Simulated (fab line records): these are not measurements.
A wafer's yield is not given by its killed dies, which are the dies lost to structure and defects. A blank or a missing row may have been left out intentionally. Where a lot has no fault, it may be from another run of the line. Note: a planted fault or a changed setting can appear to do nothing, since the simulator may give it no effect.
Which tool is to blame? + flow gf180mcu + 12 lots with 36 wafers sampled at 5 steps, on a route of 602 steps

== WHAT THE GAUGES SHOWED, per wafer ==
GF_STI_THK_MEAS_04. Usual: STI_CVD_03_THK typically reads 206.6 nm, with standard deviation 2.2.
| lot  | measured    | on            | STI_CVD_03_THK (nm) | flag |
|------|-------------|---------------|---------------------|------|
| L734 | day 1 14:12 | film_metro-01 | 205.0 203.2 203.1   |      |
| L735 | day 1 18:35 | film_metro-04 | 207.5 208.8 207.5   |      |
| L737 | day 2 05:23 | film_metro-04 | 206.7 203.0 203.9   |      |
| L741 | day 3 00:35 | film_metro-01 | 206.8 205.9 207.0   |      |
| L742 | day 3 08:29 | film_metro-04 | 212.5 212.0 209.9   |      |
| L743 | day 3 14:49 | film_metro-01 | 206.4 205.7 204.9   |      |
| L744 | day 3 19:11 | film_metro-04 | 206.2 206.9 206.5   |      |
| L745 | day 3 21:59 | film_metro-04 | 208.1 208.8 209.1   |      |
| L746 | day 4 02:28 | film_metro-01 | 206.5 205.5 205.9   |      |
| L747 | day 4 06:34 | film_metro-01 | 204.6 204.4 206.6   |      |
| L750 | day 4 21:34 | film_metro-01 | 207.7 207.0 209.6   |      |
| L752 | day 5 07:34 | film_metro-01 | 205.8 205.8 204.6   |      |

GF_STI_THK_MEAS_22. Usual: STI_OXIDATION_01_THK typically reads 14.88 nm, with standard deviation 0.22.
| lot  | measured    | on            | STI_OXIDATION_01_THK (nm) | flag |
|------|-------------|---------------|---------------------------|------|
| L734 | day 2 05:03 | film_metro-03 | 14.94 14.94 14.80         |      |
| L735 | day 2 08:44 | film_metro-03 | 14.81 15.02 14.82         |      |
| L737 | day 2 19:58 | film_metro-04 | 14.70 14.49 14.24         |      |
| L741 | day 3 16:50 | film_metro-04 | 14.66 14.75 14.90         |      |
| L742 | day 3 23:01 | film_metro-01 | 14.88 14.92 14.72         |      |
| L743 | day 4 05:17 | film_metro-04 | 14.91 15.08 14.83         |      |
| L744 | day 4 10:06 | film_metro-01 | 14.84 14.84 15.03         |      |
| L745 | day 4 13:29 | film_metro-03 | 15.01 15.02 15.03         |      |
| L746 | day 4 17:13 | film_metro-01 | 15.22 15.12 14.90         |      |
| L747 | day 4 21:22 | film_metro-01 | 15.38 15.25 15.05         |      |
| L750 | day 5 13:14 | film_metro-04 | 14.54 14.43 14.40         |      |
| L752 | day 5 23:34 | film_metro-03 | 15.18 14.97 15.34         |      |

GF_STI_THK_MEAS_24. Usual: STI_CVD_23_THK typically reads 648 nm, with standard deviation 5.2.
| lot  | measured    | on            | STI_CVD_23_THK (nm)     | flag |
|------|-------------|---------------|-------------------------|------|
| L734 | day 2 05:11 | film_metro-03 | 648 640 650             |      |
| L735 | day 2 08:52 | film_metro-04 | 646 639 641             |      |
| L737 | day 2 20:07 | film_metro-04 | 647 647 648             |      |
| L741 | day 3 16:59 | film_metro-03 | 639 639 645             |      |
| L742 | day 3 23:09 | film_metro-03 | 650 634 650             |      |
| L743 | day 4 05:25 | film_metro-01 | 658 654 653             |      |
| L744 | day 4 10:14 | film_metro-04 | 643 654 643             |      |
| L745 | day 4 13:37 | film_metro-04 | 651 656 647             |      |
| L746 | day 4 17:21 | film_metro-04 | 650 654 647             |      |
| L747 | day 4 21:30 | film_metro-04 | 652 650 654             |      |
| L750 | day 5 13:22 | film_metro-01 | 590 644 640 590 645 641 | OFF  |
| L752 | day 5 23:41 | film_metro-03 | 653 643 595 653 644 595 | OFF  |

== TOOL THAT RAN EACH LOT (tool first, then ch and the chambers of the sampled wafers, then the start) ==
| lot  | GF_STI_ETCH_14                  | GF_STI_CVD_23                   |
|------|---------------------------------|---------------------------------|
| L734 | rie_si-01 ch 0,1, day 2 02:13   | hdpcvd-02 ch 0,1, day 2 05:07   |
| L735 | rie_si-02 ch 1,2,3, day 2 06:31 | hdpcvd-02 ch 1,2, day 2 08:46   |
| L737 | rie_si-02 ch 0,1, day 2 17:56   | hdpcvd-01 ch 1,2, day 2 20:02   |
| L741 | rie_si-02 ch 1,2,3, day 3 13:12 | hdpcvd-02 ch 1,2, day 3 16:53   |
| L742 | rie_si-01 ch 0,1,3, day 3 21:20 | hdpcvd-01 ch 0,2, day 3 23:04   |
| L743 | rie_si-01 ch 0,1,2, day 4 03:37 | hdpcvd-01 ch 1,2, day 4 05:20   |
| L744 | rie_si-01 ch 0,1,2, day 4 07:28 | hdpcvd-02 ch 0,2, day 4 10:09   |
| L745 | rie_si-01 ch 0,1,3, day 4 11:31 | hdpcvd-01 ch 0,1,2, day 4 13:33 |
| L746 | rie_si-02 ch 2,3, day 4 14:28   | hdpcvd-02 ch 0,1, day 4 17:16   |
| L747 | rie_si-01 ch 1,2,3, day 4 19:42 | hdpcvd-02 ch 0,1, day 4 21:25   |
| L750 | rie_si-01 ch 0,1,2, day 5 11:34 | hdpcvd-02 ch 1,2, day 5 13:17   |
| L752 | rie_si-01 ch 0,1,3, day 5 21:19 | hdpcvd-02 ch 1,2, day 5 23:37   |
- GF_STI_ETCH_14: etches Si in HBr/Cl2/O2, target depth 360 nm, time 102.9 s.
- GF_STI_CVD_23: deposits SiO2, target thk 650 nm, time 108.3 s.

== AS READ BY THE TOOLS THEMSELVES (means over the sampled wafers that have a number; for cases with no such wafer, the mark the record gives instead) ==
GF_STI_ETCH_14. Usual: drypump_motor_current_A 5.55 A, standard deviation 0.3; oes_product_au 1.001 a.u., standard deviation 0.0081; throttle_valve_pct 25.655 %, standard deviation 0.0096.
| lot  | tool      | drypump_motor_current_A (A) | oes_product_au (a.u.) | throttle_valve_pct (%) | flag |
|------|-----------|-----------------------------|-----------------------|------------------------|------|
| L734 | rie_si-01 | 5.97                        | 0.998                 | 25.655                 |      |
| L735 | rie_si-02 | 5.32                        | 1.014                 | 25.647                 |      |
| L737 | rie_si-02 | 5.53                        | 1.008                 | 25.645                 |      |
| L741 | rie_si-02 | 5.31                        | 1.004                 | 25.647                 |      |
| L742 | rie_si-01 | 5.82                        | 1.002                 | 25.659                 |      |
| L743 | rie_si-01 | 5.74                        | 0.998                 | 25.656                 |      |
| L744 | rie_si-01 | 5.77                        | 0.996                 | 25.652                 |      |
| L745 | rie_si-01 | 5.80                        | 0.996                 | 25.658                 |      |
| L746 | rie_si-02 | 5.19                        | 1.007                 | 25.658                 |      |
| L747 | rie_si-01 | 5.85                        | 1.000                 | 25.654                 |      |
| L750 | rie_si-01 | 5.76                        | 0.996                 | 25.667                 |      |
| L752 | rie_si-01 | 5.83                        | 0.994                 | 25.663                 |      |

== THE ANSWER, worked out from the rows above alone ==
Rule: a lot is off if the mean of its wafers that have a number lies more than 3 standard deviations from the usual mean. A lot without any number at a reading at which 4 lots or more have one is off too. Any other lot the step has rows for is counted as sound. After the gauges, taken in route order, come the tools' own readings; for these a lot's mean is taken, as printed above. The first step at which some lot is off is used, and at that step the reading that is off furthest; a lot without a number counts as furthest.
Off: L750, L752, at GF_STI_THK_MEAS_24 (STI_CVD_23_THK).
A tool fits if, at a process step before that reading, it ran every lot that is off, and no sound lot after the first of them. Gauges at GF_STI_THK_MEAS_24: tried the same way as those tools. This does not decide it: 2 tools fit, namely rie_si-01 at GF_STI_ETCH_14 and hdpcvd-02 at GF_STI_CVD_23.

== WHAT THE SIMULATOR PUT IN ==
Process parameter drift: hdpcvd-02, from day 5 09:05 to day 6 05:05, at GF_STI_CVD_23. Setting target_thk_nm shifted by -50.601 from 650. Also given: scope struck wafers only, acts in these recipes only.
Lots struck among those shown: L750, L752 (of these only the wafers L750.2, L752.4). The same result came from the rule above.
